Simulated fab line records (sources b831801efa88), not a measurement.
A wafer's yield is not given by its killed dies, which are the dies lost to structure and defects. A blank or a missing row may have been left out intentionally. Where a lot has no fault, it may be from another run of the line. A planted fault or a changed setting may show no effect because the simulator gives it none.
A lot that was struck, set against a sound lot :: flow sky130 :: 32 out of 708 route steps
Sound: wafers L902.2, L902.4, L902.5. The struck wafers were L893.2, L893.5, L893.6. At the end, the cause is stated.
Order at every step that has rows: each side's tool, ch and its chambers, its first start. Under that, the readings that differ: sound wafers :: struck wafers :: difference of the means :: sigmas: that difference in standard deviations of wafers without a fault.
alike: a reading whose means differ by less than 2 such deviations, as well as words and numbers matching on both sides. not compared: withheld readings; readings where some wafer has no value; bounds like >300 that might hide an equal value; numbers whose values overlap and for which the record gives no deviation.
The two part at a step that has a row with sigmas, a row that says differs or no value, or rows on one side only. Numbers that have no deviation but don't overlap get no sigmas and don't part them. A reading missing from all wafers of one side parts the sides only when that side holds two or more wafers.

first, 1 step without rows for these wafers: SKY_NWELL_IMPLANT_24.
SKY_NWELL_STRIP_25: strips in O2/N2.
  sound on plasma asher-02 ch 1, day 8 16:49; struck on plasma asher-01 ch 0,1, day 6 07:37
  alike: drypump motor current A, oes product au, strip time to endpoint s
  not compared: rf hours counter h
SKY_NWELL_TW_MEAS_26:
  sound: film metro-04 at day 8 16:56; struck: film metro-04 at day 6 07:44
  alike: NWELL_2_TW
then, 1 step without rows for these wafers: SKY_NWELL_CLEAN_27 (cleans in SC1/SC2, time 150 s).
SKY_NWELL_RTA_28: time 30 s.
  sound on rtp anneal-02 ch 0, day 8 17:02; struck on rtp anneal-02 ch 0, day 6 07:52
  alike: lamp power pct, wafer_temp_C_max
SKY_NWELL_RS_MEAS_29: uses a four-point probe to measure.
  sound: film metro-02 at day 8 17:09; struck: film metro-01 at day 6 08:03
  alike: NWELL_RS
SKY_NWELL_RS_MEAS_31: uses a four-point probe to measure.
  sound: film metro-02 at day 8 17:23; struck: film metro-01 at day 6 08:17
  alike: PWDE_RS
then, 4 steps without rows for these wafers: SKY_VT_ADJUST_HVTP_DEHYDRATE_00 (time 60 s); SKY_VT_ADJUST_HVTP_HMDS_01 (prime time 60 s); SKY_VT_ADJUST_HVTP_COAT_02 (resist thk 1140 nm); SKY_VT_ADJUST_HVTP_SOFTBAKE_03 (time 60 s).
SKY_VT_ADJUST_HVTP_EXPOSE_04: exposes mask HVTPM, target cd 380 nm.
  sound on iline stepper-02 ch 0, day 9 04:35; struck on iline stepper-02 ch 0, day 6 17:32
reading: mask
sound: HVTPM#0 HVTPM#0 HVTPM#0
struck: NWM_COMPLEMENT_LESS_NATIVE#0 NWM_COMPLEMENT_LESS_NATIVE#0 NWM_COMPLEMENT_LESS_NATIVE#0
difference: differs
sigmas: 

reading: exposure dose mJ cm2
sound: 140.10 140.03 140.09
struck: 139.71 139.81 139.83
difference: -0.29
sigmas: -2
then, 2 steps without rows for these wafers: SKY_VT_ADJUST_HVTP_PEB_05; SKY_VT_ADJUST_HVTP_DEVELOP_06 (develop time 60 s).
SKY_VT_ADJUST_HVTP_CD_MEAS_07: target cd 380 nm.
  sound: cd sem-02 at day 9 14:36; struck: cd sem-01 at day 7 02:52
reading: cd nm (nm)
sound: 384.2 383.6 386.0
struck: - - -
difference: no value on the struck wafers
sigmas: 
SKY_VT_ADJUST_HVTP_OVL_MEAS_08:
  sound: overlay-02 at day 9 20:46; struck: overlay-01 at day 7 02:58
reading: VT_ADJUST_HVTP_OVL (nm)
sound: -1.2 -3.2 -2.4
struck: - - -
difference: no value on the struck wafers
sigmas: 
following that, these wafers have no rows for 1 step: SKY_VT_ADJUST_HVTP_IMPLANT_09.
SKY_VT_ADJUST_HVTP_STRIP_10: strips in O2/N2.
  sound on plasma asher-04 ch 0,1, day 9 21:26; struck on plasma asher-03 ch 0,1, day 7 03:08
  alike: drypump motor current A, oes product au, strip time to endpoint s
  not compared: rf hours counter h
SKY_VT_ADJUST_HVTP_TW_MEAS_11:
  sound: film metro-03 at day 9 21:33; struck: film metro-04 at day 7 03:15
reading: VT_ADJUST_HVTP_TW
sound: 1359 1353 1361
struck: 29 29 30
difference: -1328
sigmas: -95
then, 7 steps without rows for these wafers: SKY_VT_ADJUST_LVTN_DEHYDRATE_00 (time 60 s); SKY_VT_ADJUST_LVTN_HMDS_01 (prime time 60 s); SKY_VT_ADJUST_LVTN_COAT_02 (resist thk 3000 nm); SKY_VT_ADJUST_LVTN_SOFTBAKE_03; SKY_VT_ADJUST_LVTN_EXPOSE_04 (exposes mask NWM COMPLEMENT LESS NATIVE, target cd 840 nm); SKY_VT_ADJUST_LVTN_PEB_05; SKY_VT_ADJUST_LVTN_DEVELOP_06 (develop time 60 s).
SKY_VT_ADJUST_LVTN_OVL_MEAS_07:
  sound: overlay-02 at day 10 15:14; struck: overlay-01 at day 7 23:08
  alike: VT_ADJUST_LVTN_OVL
following that, these wafers have no rows for 1 step: SKY_VT_ADJUST_LVTN_IMPLANT_08.
SKY_VT_ADJUST_LVTN_STRIP_09: strips in O2/N2.
  sound on plasma asher-01 ch 0, day 10 15:25; struck on plasma asher-03 ch 0,1, day 7 23:19
  alike: drypump motor current A, oes product au, strip time to endpoint s
  not compared: rf hours counter h
SKY_VT_ADJUST_LVTN_TW_MEAS_10:
  sound: film metro-04 at day 10 15:32; struck: film metro-03 at day 7 23:26
reading: VT_ADJUST_LVTN_TW
sound: 238.3 236.8 238.7
struck: 1355.8 1357.8 1354.9
difference: +1118.2
sigmas: +99 or more
then, 1 step without rows for these wafers: SKY_VT_ADJUST_LVTN_DEHYDRATE_11 (time 60 s).
-- the record jumps here: 39 days lie between the struck wafers' starts before and after (it left off in module VT_ADJUST_LVTN and takes up again in module PAD_OPEN, whose first step shown is number 708 of the route) --
SKY_PAD_OPEN_PROBE_99:
  sound: prober-02 at day 49 04:54; struck: prober-01 at day 46 22:50
reading: killed at front end
sound: 16 18 13
struck: 418 422 417
difference: +403
sigmas: +88

reading: killed dies
sound: 90 98 94
struck: 492 492 492
difference: +398
sigmas: +42

reading: killed on rim
sound: 18 14 19
struck: 96 96 96
difference: +79
sigmas: +20
  alike: killed_at_M0_to_M3, killed_at_M4_up, killed at contacts, killed at other, killed open, killed short

WHERE THEY PART
First at SKY_VT_ADJUST_HVTP_EXPOSE_04; last, within this record, at SKY_PAD_OPEN_PROBE_99.

WHY: whatever the simulator had introduced
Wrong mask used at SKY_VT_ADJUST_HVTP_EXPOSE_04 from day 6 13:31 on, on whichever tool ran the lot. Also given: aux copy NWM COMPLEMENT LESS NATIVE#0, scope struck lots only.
